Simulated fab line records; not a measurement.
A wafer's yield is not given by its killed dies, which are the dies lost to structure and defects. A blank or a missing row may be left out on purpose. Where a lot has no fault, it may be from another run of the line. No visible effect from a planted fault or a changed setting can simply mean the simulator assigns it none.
Chamber matching | flow sky130 | 4 sister chambers for SKY_VIA3_CMP_02 on cmp-01
The step polishes SiO2. 14 wafers are shown with their chamber, then 7 later ones without.

== EACH WAFER AND ITS CHAMBER ==
wafer  | chamber | motor-current-A (A) | platen-rpm (rpm)
L077.2 | 2       | 12.6                | 60.02
L077.4 | 0       | 14.5                | 59.99
L077.5 | 1       | 12.8                | 59.97
L080.3 | 1       | 12.6                | 59.98
L080.5 | 0       | 14.6                | 59.95
L080.6 | 1       | 12.5                | 59.99
L081.1 | 3       | 11.4                | 60.00
L081.4 | 0       | 14.4                | 59.98
L081.5 | 1       | 12.3                | 59.92
L087.1 | 1       | 13.0                | 60.00
L087.3 | 0       | 15.2                | 59.99
L087.6 | 1       | 13.0                | 59.96
L092.1 | 0       | 15.2                | 60.01
L092.3 | 3       | 12.4                | 59.94

SIGNATURES, as means of the wafers listed above
reading         | chamber 0 | chamber 1 | chamber 2 | chamber 3 | scatter within a chamber
motor-current-A | 14.780    | 12.700    | 12.600    | 11.900    | 0.388
platen-rpm      | 59.9840   | 59.9700   | 60.0200   | 59.9700   | 0.0278
Rule: distance of a wafer from a chamber = root of the sum over the readings of ((wafer's reading minus chamber's mean) / reading's scatter) squared. If the next closest chamber is less than 2 further off than the closest, the wafer can't be placed; otherwise it belongs to the closest. How the scatter is found: for the shown wafers, subtract from each reading the mean of its chamber, square and add these, divide the total by (wafers less chambers), then take the root.

== WAFERS MISSING THEIR CHAMBER ==
wafer  | motor-current-A (A) | platen-rpm (rpm)
L092.5 | 12.8                | 60.01
L093.1 | 13.1                | 60.06
L093.5 | 11.6                | 60.03
L093.6 | 14.7                | 60.01
L097.1 | 11.8                | 59.91
L097.3 | 12.9                | 60.03
L097.5 | 15.0                | 59.97

== WHICH CHAMBER EACH WENT THROUGH ==
wafer  | from the rows above          | in truth
L092.5 | can't be placed: 2 or 1      | 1
L093.1 | can't be placed: 2 or 1      | 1
L093.5 | can't be placed: 3 or 2 or 1 | 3
L093.6 | 0                            | 0
L097.1 | can't be placed: 3 or 1      | 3
L097.3 | can't be placed: 2 or 1      | 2
L097.5 | 0                            | 0
2 of 7 placed correctly. Can't be placed from these rows: 5 (the true chamber is among the candidates in 5). Placed wrongly: 0.
